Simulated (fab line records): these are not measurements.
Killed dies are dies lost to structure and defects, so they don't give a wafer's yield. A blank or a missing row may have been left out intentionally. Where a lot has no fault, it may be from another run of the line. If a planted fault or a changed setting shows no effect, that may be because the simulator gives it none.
Code-filled problem report in 8D (eight disciplines) form || flow gf180mcu || the parts of the form that need people (team, actions taken, sign-off) are left out

## 1. PROBLEM STATEMENT
Wafers without a fault read 428 s, standard deviation 3.8; run-length-s at GF_VT_IMPLANT_WET_ETCH_50 reads a mean of 127 s on 9 wafers belonging to 3 lots. Measured from the usual mean, that is -79 standard deviations.
The step: etches SiO2 in dHF, target depth 20 nm, time 400 s.
The first sign was on wafer L549.1 at day 8 08:29, on wet-bench-03. Wafers with a number at this step in the record: 42, from 14 lots. By rule, "out" or "out of limits" means more than 4 standard deviations away from the usual mean. Any other wafer with a number is counted as sound.

## 2. WHAT IT IS, AND WHAT IT ISN'T
{"question": "which readings at this step", "is": "run-length-s", "is not": "-"}
{"question": "which lots", "is": "L549, L550, L552", "is not": "L547, L548, L559, L562, L563, L564, L565, L566, L568, L569, L570"}
{"question": "which wafers of those lots", "is": "all that have a number", "is not": "-"}
{"question": "read on which tools", "is": "wet-bench-03", "is not": "wet-bench-02, wet-bench-04"}
{"question": "when", "is": "from day 8 08:29", "is not": "up to then (6 sound wafers); but 27 sound wafers of L559, L562, L563, L564, L565, L566, L568, L569, L570 came after"}

## 3. WHAT RULES OUT EACH SUSPECT
Counting: a tool at a process step up to the reading stays a suspect if it ran every lot that is out and no sound lot after the first of them.
- rtp-anneal-01 at GF_VT_IMPLANT_RTA_45 (time 30 s): ruled out as a lasting fault. After its first lot that is out, L549 (day 8 07:55), sound lots L559, L562, L563, L564, L565, L566, L570 ran on it.
- wet-bench-03 at GF_VT_IMPLANT_WET_ETCH_50 (etches SiO2 in dHF, target depth 20 nm, time 400 s): ruled out as a lasting fault. After its first lot that is out, L549 (day 8 08:29), sound lots L562, L568 ran on it.
Left after counting: nothing in the record.

## 4. THE CAUSE (what the simulator had put in)
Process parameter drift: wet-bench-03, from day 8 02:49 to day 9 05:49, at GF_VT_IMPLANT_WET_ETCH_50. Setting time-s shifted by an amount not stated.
Counting ruled it out, wrongly.

## 5. THE EFFECT CHAIN, in route order
Each row: a reading where the mean over the struck wafers with a number is more than 3 standard deviations away from the usual. Readings are gone through only where the record gives a usual standard deviation; hours: the median, over the lots, of the time from a lot's start at the first step in this table giving one to that lot's start at this step; sigmas: the change measured in usual standard deviations.
{"hours": 0, "step": "GF_VT_IMPLANT_WET_ETCH_50", "reading": "run-length-s", "usual": "428 s", "on struck wafers": 127, "change": -301, "sigmas": -79}
Its process steps:
- GF_VT_IMPLANT_WET_ETCH_50: etches SiO2 in dHF, target depth 20 nm, time 400 s.
At these later measuring or inspecting steps, every struck wafer for which the step has a row has a number for every such reading, and none has moved that far: GF_DUAL_GATE_THK_MEAS_03.

## 6. HOW IT WOULD HAVE BEEN CAUGHT EARLIER
First out-of-limits reading in this record: day 8 08:29, which is 6 hours after fault onset at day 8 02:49.
